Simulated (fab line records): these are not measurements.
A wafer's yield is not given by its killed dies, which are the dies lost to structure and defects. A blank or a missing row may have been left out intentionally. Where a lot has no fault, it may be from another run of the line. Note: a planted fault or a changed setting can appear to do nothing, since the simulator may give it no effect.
Comparing a struck lot with a sound one ; flow sky130 ; 26 out of 708 route steps
Sound: these wafers, L893.3, L893.4, L893.6. Struck: wafers L903.2, L903.4, L903.6. The cause is named last.
Order at every step that has rows: each side's tool, ch and its chambers, its first start. Under that, the readings that differ: sound wafers ; struck wafers ; difference of the means ; sigmas: that difference in standard deviations of wafers without a fault.
alike: a reading whose means differ by less than 2 such deviations, as well as words and numbers matching on both sides. not compared: withheld readings; readings where some wafer has no value; bounds like >300 that might hide an equal value; numbers whose values overlap and for which the record gives no deviation.
Wherever a step has rows on one side only, a row that says differs or no value, or a row with sigmas, the two part there. Non-overlapping numbers with no deviation appear without sigmas and do not part them. A reading missing from all wafers of one side parts the sides only when that side holds two or more wafers.

first, 3 steps without rows for these wafers: SKY_FIELD_ISO_WET_ETCH_30 (etches SiO2 in dHF, target depth 25 nm, time 50 s); SKY_NWELL_CLEAN_00 (cleans in SC1/SC2, time 150 s); SKY_NWELL_OXIDATION_01 (stabilise 600 s, purge 300 s, target thk 10 nm).
SKY_NWELL_THK_MEAS_02:
  sound: film_metro-02 at day 2 13:08; struck: film_metro-01 at day 4 19:37
  alike: NWELL_OXIDATION_THK
then, 8 steps without rows for these wafers: SKY_DNWELL_DEHYDRATE_00 (time 60 s); SKY_DNWELL_HMDS_01 (prime time 60 s); SKY_DNWELL_COAT_02 (resist thk 3000 nm); SKY_DNWELL_SOFTBAKE_03; SKY_DNWELL_EXPOSE_04 (exposes mask DNM, target cd 3000 nm); SKY_DNWELL_PEB_05; SKY_DNWELL_DEVELOP_06 (develop time 60 s); SKY_DNWELL_IMPLANT_07.
SKY_DNWELL_STRIP_08: strips in O2/N2.
  sound on plasma_asher-04 ch 0,1, day 3 05:44; struck on plasma_asher-03 ch 0, day 5 13:52
  no value came back on the struck wafers for any of 5 readings (chamber_pressure_mTorr (mTorr), drypump_motor_current_A (A) and others); on the sound wafers chamber_pressure_mTorr (mTorr) reads 1498.0 1500.2 1498.5
reading;sound;struck;difference;sigmas
model.coat_of_DNWELL_COAT_02.thk_nm (nm);0 0 0;2990 2990 2987;+2989;
  not compared: rf_hours_counter_h
SKY_DNWELL_TW_MEAS_09:
  sound: film_metro-02 at day 3 05:49; struck: film_metro-01 at day 5 13:59
  alike: DNWELL_TW
then, 7 steps without rows for these wafers: SKY_PWDE_DEHYDRATE_00 (time 60 s); SKY_PWDE_HMDS_01 (prime time 60 s); SKY_PWDE_COAT_02 (resist thk 3000 nm); SKY_PWDE_SOFTBAKE_03; SKY_PWDE_EXPOSE_04 (exposes mask PWDEM, target cd 840 nm); SKY_PWDE_PEB_05; SKY_PWDE_DEVELOP_06 (develop time 60 s).
SKY_PWDE_OVL_MEAS_07:
  sound: overlay-02 at day 3 21:14; struck: overlay-02 at day 6 08:29
  alike: PWDE_OVL
then, 1 step without rows for these wafers: SKY_PWDE_IMPLANT_08.
SKY_PWDE_STRIP_09: strips in O2/N2.
  sound on plasma_asher-04 ch 0,1, day 3 21:27; struck on plasma_asher-01 ch 0,1, day 6 08:40
reading;sound;struck;difference;sigmas
oes_product_au (a.u.);0.719 0.730 0.720;0.734 0.743 0.743;+0.017;+4
strip_time_to_endpoint_s (s);36.85 36.95 36.76;81.16 81.14 81.10;+44.28;+99 or more
  alike: chamber_pressure_mTorr, drypump_motor_current_A, o2_flow_sccm
  not compared: rf_hours_counter_h
SKY_PWDE_TW_MEAS_10:
  sound: film_metro-02 at day 3 21:32; struck: film_metro-02 at day 6 08:47
reading;sound;struck;difference;sigmas
PWDE_TW;367 366 365;29 29 29;-337;-48
then, 1 step without rows for these wafers: SKY_NWELL_DEHYDRATE_03 (time 60 s).

## WHERE THEY PART
Earliest at SKY_DNWELL_STRIP_08; latest, in this record, at SKY_PWDE_TW_MEAS_10.

WHY: what had been put in by the simulator
At SKY_DNWELL_STRIP_08, the step was skipped entirely on plasma_asher-03 from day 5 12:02 on. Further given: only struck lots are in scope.
